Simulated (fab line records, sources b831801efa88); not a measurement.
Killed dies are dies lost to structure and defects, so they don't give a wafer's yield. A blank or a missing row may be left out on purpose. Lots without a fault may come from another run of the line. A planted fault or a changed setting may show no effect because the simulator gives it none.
A struck lot beside a sound one | flow gf180mcu | 21 steps out of a route of 602
Sound: wafers L330.1, L330.3, L330.6. Struck: wafers L346.3, L346.4. (L346.6 of the same lot was not struck and is left out.) The cause comes at the end.
At each step with rows: each side's tool, then ch and its chambers, then its first start. Under that, the readings that differ: sound wafers | struck wafers | difference of the means | sigmas: that difference in standard deviations of wafers without a fault.
alike: readings whose means differ by less than 2 such deviations, and words and numbers that are the same on both sides. not compared: withheld readings, readings that some wafer has no value for, bounds like >300 that may hide the same value, and numbers for which the record gives no deviation and whose values overlap.
The two part at a step that has a row with sigmas, a row that says differs or no value, or rows on one side only. Numbers that don't overlap but have no deviation are shown without sigmas and don't part them. A reading that every wafer of one side lacks parts them only if that side has two wafers or more.

first, 5 steps without rows for these wafers: GF_VT_IMPLANT_COAT_24 (resist thk 1000 nm); GF_VT_IMPLANT_SOFTBAKE_25 (time 60 s); GF_VT_IMPLANT_EXPOSE_26 (exposes mask LVPWELL HV AREA, target cd 860 nm); GF_VT_IMPLANT_PEB_27; GF_VT_IMPLANT_DEVELOP_28 (develop time 60 s).
GF_VT_IMPLANT_OVL_MEAS_29:
  sound on overlay-01, day 6 21:05; struck on overlay-01, day 11 22:51
  alike: VT_IMPLANT_02_OVL
then, 1 step without rows for these wafers: GF_VT_IMPLANT_IMPLANT_30.
GF_VT_IMPLANT_STRIP_31: strips in O2/N2.
  sound on plasma_asher-02 ch 0,1, day 6 21:16; struck on plasma_asher-03 ch 0,1, day 11 23:04
  reading            | sound       | struck  | difference | sigmas
  heater_power_w (W) | 332 333 317 | 255 258 | -71        | -2
  alike: chamber_pressure_mTorr, drypump_motor_current_A, oes_product_au, strip_time_to_endpoint_s
  not compared: rf_hours_counter_h
GF_VT_IMPLANT_TW_MEAS_32:
  sound on film_metro-01, day 6 21:22; struck on film_metro-01, day 11 23:08
  alike: VT_IMPLANT_3_TW
then, 3 steps without rows for these wafers: GF_VT_IMPLANT_DEHYDRATE_33 (time 60 s); GF_VT_IMPLANT_HMDS_34 (prime time 60 s); GF_VT_IMPLANT_COAT_35 (resist thk 1000 nm).
GF_VT_IMPLANT_SOFTBAKE_36: time 60 s.
  sound on litho_track-02 ch 0, day 7 04:42; struck on litho_track-01 ch 0, day 12 09:01
  reading                  | sound             | struck      | difference | sigmas
  heater_power_total_W (W) | 56.63 56.58 56.59 | 62.91 62.98 | +6.34      | +99 or more
  resist_line_temp_C (C)   | 23.17 23.08 23.21 | 22.92 22.95 | -0.22      | -2
  run_length_s (s)         | 88.93 88.80 88.79 | 72.35 72.32 | -16.51     | -99 or more
then, 2 steps without rows for these wafers: GF_VT_IMPLANT_EXPOSE_37 (exposes mask Nwell HV AREA, target cd 860 nm); GF_VT_IMPLANT_PEB_38.
GF_VT_IMPLANT_DEVELOP_39: develop time 60 s.
  sound on litho_track-04 ch 0, day 7 12:29; struck on litho_track-04 ch 0, day 12 18:41
  reading                                         | sound           | struck    | difference | sigmas
  model.NOVOLAK_of_VT_IMPLANT_COAT_35.thk_nm (nm) | 1002 996.9 1002 | 1011 1009 | +10        |
  alike: resist_line_temp_C
GF_VT_IMPLANT_OVL_MEAS_40:
  sound on overlay-02, day 7 12:38; struck on overlay-01, day 12 18:48
  alike: VT_IMPLANT_03_OVL
then, 1 step without rows for these wafers: GF_VT_IMPLANT_IMPLANT_41.
GF_VT_IMPLANT_STRIP_42: strips in O2/N2.
  sound on plasma_asher-01 ch 0,1, day 7 12:49; struck on plasma_asher-03 ch 0,1, day 12 19:01
  reading                        | sound             | struck      | difference | sigmas
  chamber_pressure_mTorr (mTorr) | 1590 1499 1501    | 1502 1498   | -30        | -4
  heater_power_w (W)             | 308 344 347       | 259 263     | -72        | -2
  strip_time_to_endpoint_s (s)   | 12.66 12.59 12.66 | 12.77 12.74 | +0.12      | +4
  alike: drypump_motor_current_A, oes_product_au
  not compared: rf_hours_counter_h
GF_VT_IMPLANT_TW_MEAS_43:
  sound on film_metro-02, day 7 12:55; struck on film_metro-02, day 12 19:05
  alike: VT_IMPLANT_4_TW
then, 1 step without rows for these wafers: GF_PASSIVATION_PROBE_99.

WHERE THEY PART
First at GF_VT_IMPLANT_STRIP_31; last, within this record, at GF_VT_IMPLANT_STRIP_42. Later steps at which nothing parts them and some readings are alike: GF_VT_IMPLANT_TW_MEAS_43.

WHY: what the simulator had put in
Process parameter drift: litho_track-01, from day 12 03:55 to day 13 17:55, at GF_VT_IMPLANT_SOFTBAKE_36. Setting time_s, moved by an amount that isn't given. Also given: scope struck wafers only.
